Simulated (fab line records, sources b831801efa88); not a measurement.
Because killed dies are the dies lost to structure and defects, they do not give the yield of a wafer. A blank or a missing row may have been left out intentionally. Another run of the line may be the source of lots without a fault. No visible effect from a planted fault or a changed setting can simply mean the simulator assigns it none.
Chamber matching	flow sky130	rieDiel-01 running SKY_POLY_CUT_ETCH_11: 4 sister chambers
The step etches Si3N4 in CF4/CH2F2/Ar, stops on poly-Si, time 42.5 s, target depth 60 nm. 14 wafers are shown with their chamber, then 7 later ones without.

## EACH WAFER AND ITS CHAMBER
wafer	chamber	drypumpMotorCurrentA (A)	cf4FlowSccm (sccm)	throttleValvePct (%)
L188.1	2	5.8	39.95	15.001
L188.2	0	5.6	40.25	14.987
L188.4	0	5.6	40.22	15.001
L189.3	2	5.8	40.00	14.984
L189.5	0	5.6	40.23	14.968
L189.6	3	6.6	40.05	15.010
L194.2	3	6.6	39.85	14.983
L194.4	2	5.8	40.21	14.996
L194.6	3	6.6	39.87	15.000
L196.1	0	5.5	39.96	14.998
L196.3	3	6.6	40.00	14.995
L196.5	1	6.5	39.99	15.010
L202.3	1	6.5	40.01	15.006
L202.5	2	5.8	39.96	15.007

SIGNATURES (averages over the wafers above)
reading	chamber 0	chamber 1	chamber 2	chamber 3	scatter within a chamber
drypumpMotorCurrentA	5.575	6.500	5.800	6.600	0.0274
cf4FlowSccm	40.1650	40.0000	40.0300	39.9425	0.114
throttleValvePct	14.98850	15.00800	14.99700	14.99700	0.0116
Rule: a wafer's distance from a chamber is the root of the sum, over the readings, of the square of ((its reading less the chamber's mean) divided by the reading's scatter). If the next closest chamber is less than 2 further off than the closest, the wafer can't be placed; otherwise it belongs to the closest. The scatter is the square root of a quotient: the sum, over the shown wafers, of each reading's squared deviation from its chamber's mean, divided by wafers minus chambers.

## WAFERS WITH NO CHAMBER GIVEN
wafer	drypumpMotorCurrentA (A)	cf4FlowSccm (sccm)	throttleValvePct (%)
L202.6	6.7	39.81	14.999
L208.1	5.8	39.99	14.991
L208.2	6.6	40.10	14.986
L208.5	5.6	40.09	14.997
L209.2	6.5	40.12	14.992
L209.3	6.6	39.84	14.981
L209.5	6.6	39.92	14.995

## WHICH CHAMBER EACH ONE RAN IN
wafer	from the rows above	in truth
L202.6	3	3
L208.1	2	2
L208.2	3	3
L208.5	0	0
L209.2	1	1
L209.3	3	3
L209.5	3	3
Correct placement for 7 of the 7. Can't be placed from these rows: 0. Placed wrongly: 0.
